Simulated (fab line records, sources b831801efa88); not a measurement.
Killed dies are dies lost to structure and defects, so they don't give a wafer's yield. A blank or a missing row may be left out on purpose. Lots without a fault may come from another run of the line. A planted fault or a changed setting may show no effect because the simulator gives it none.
Which tool did it? | flow gf180mcu | 12 lots, 36 wafers sampled, at 5 steps of a route of 602

WHAT THE GAUGES READ, wafer by wafer
GF_TOP_METAL_RS_MEAS_05: measures by four-point-probe.
lot  | measured     | on            | TOP_METAL_ALCU_RS (ohm/sq)
L075 | day 27 21:34 | film_metro-04 | 0.0330 0.0327 0.0328
L078 | day 28 14:09 | film_metro-03 | 0.0328 0.0331 0.0331
L079 | day 28 23:01 | film_metro-03 | 0.0331 0.0328 0.0328
L081 | day 29 19:31 | film_metro-02 | 0.0333 0.0328 0.0330
L082 | day 30 03:20 | film_metro-02 | 0.0327 0.0325 0.0326
L085 | day 30 17:30 | film_metro-02 | 0.0336 0.0338 0.0335
L087 | day 31 02:59 | film_metro-02 | 0.0318 0.0333 0.0323
L089 | day 31 13:54 | film_metro-02 | 0.0331 0.0329 0.0332
L091 | day 32 00:10 | film_metro-02 | 0.0325 0.0332 0.0318
L093 | day 32 12:04 | film_metro-02 | 0.0330 0.0329 0.0333
L095 | day 33 01:24 | film_metro-03 | 0.0328 0.0332 0.0330
L097 | day 33 15:13 | film_metro-04 | 0.0327 0.0329 0.0325

WHICH TOOL RAN EACH LOT (tool, then ch and the chambers of the sampled wafers, then the start)
lot  | GF_M2_STRIP_17                       | GF_V2_CVD_02                    | GF_V2_ETCH_17                                 | GF_V4_STRIP_18
L075 | plasma_asher-01 ch 0,1, day 20 00:31 | pecvd-03 ch 0,1, day 20 01:09   | rie_diel-03 ch 1,3, day 25 02:12 or earlier   | plasma_asher-01 ch 0,1, day 25 02:12
L078 | plasma_asher-01 ch 0,1, day 20 20:29 | pecvd-01 ch 0,1, day 20 21:10   | rie_diel-03 ch 0,1,2, day 25 19:45 or earlier | plasma_asher-03 ch 0,1, day 25 19:45
L079 | plasma_asher-04 ch 1, day 21 07:26   | pecvd-02 ch 0,1, day 21 08:06   | rie_diel-04 ch 0,1,2, day 26 04:48 or earlier | plasma_asher-03 ch 0,1, day 26 04:48
L081 | plasma_asher-04 ch 0,1, day 22 06:29 | pecvd-03 ch 0,1, day 22 07:13   | rie_diel-04 ch 0,1,2, day 27 03:21 or earlier | plasma_asher-01 ch 0,1, day 27 03:21
L082 | plasma_asher-01 ch 0, day 22 18:56   | pecvd-02 ch 0,1,2, day 22 19:37 | rie_diel-02 ch 0,1, day 27 13:09 or earlier   | plasma_asher-01 ch 0,1, day 27 13:09
L085 | plasma_asher-03 ch 0,1, day 23 10:36 | pecvd-02 ch 0,1,2, day 23 11:20 | rie_diel-02 ch 1,3, day 28 03:54 or earlier   | plasma_asher-03 ch 0,1, day 28 03:54
L087 | plasma_asher-03 ch 0,1, day 23 22:39 | pecvd-03 ch 0,1,2, day 23 23:19 | rie_diel-04 ch 0,2,3, day 28 14:39 or earlier | plasma_asher-03 ch 0,1, day 28 14:39
L089 | plasma_asher-01 ch 0,1, day 24 10:49 | pecvd-01 ch 0,1,2, day 24 11:29 | rie_diel-03 ch 0,2,3, day 29 01:21 or earlier | plasma_asher-03 ch 0,1, day 29 01:21
L091 | plasma_asher-04 ch 1, day 24 22:39   | pecvd-03 ch 0,2, day 24 23:19   | rie_diel-02 ch 0,1,3, day 29 12:21 or earlier | plasma_asher-02 ch 1, day 29 12:21
L093 | plasma_asher-01 ch 0,1, day 25 15:04 | pecvd-01 ch 0,1, day 25 15:44   | rie_diel-02 ch 2,3, day 30 01:08 or earlier   | plasma_asher-01 ch 0,1, day 30 01:08
L095 | plasma_asher-03 ch 0,1, day 26 07:15 | pecvd-02 ch 0,2, day 26 07:55   | rie_diel-04 ch 1,2,3, day 30 17:02 or earlier | plasma_asher-02 ch 0,1, day 30 17:02
L097 | plasma_asher-04 ch 0,1, day 27 01:58 | pecvd-02 ch 0,1, day 27 02:44   | rie_diel-03 ch 0,1,3, day 31 09:24 or earlier | plasma_asher-02 ch 0,1, day 31 09:24
- GF_M2_STRIP_17: strips in O2/N2.
- GF_V2_CVD_02: deposits SiO2 from TEOS, target thk 850 nm, time 94.851 s.
- GF_V2_ETCH_17: etches SiO2 in C4F8/O2/Ar, stops on TiN, target depth 630 nm.
- GF_V4_STRIP_18: strips in O2/N2.

THE ANSWER, worked out from the rows above alone
Rule: what is usual is taken from the lots themselves. Put in order of their means at a reading, lots are off if they are a third of the lots or fewer, leave a main group of 4 or more, and stand apart from it by a gap of 3 or more times the standard deviation of the main group's means; of several such gaps the widest counts. A main group whose means are all the same, to the digits that the tables above print for the reading, isn't used. A lot without any number at a reading at which 4 lots or more have one is off too. The other lots that the step has rows for count as sound.
No lot is off at any reading shown: from this, nothing can be told.

WHAT THE SIMULATOR HAD PUT IN
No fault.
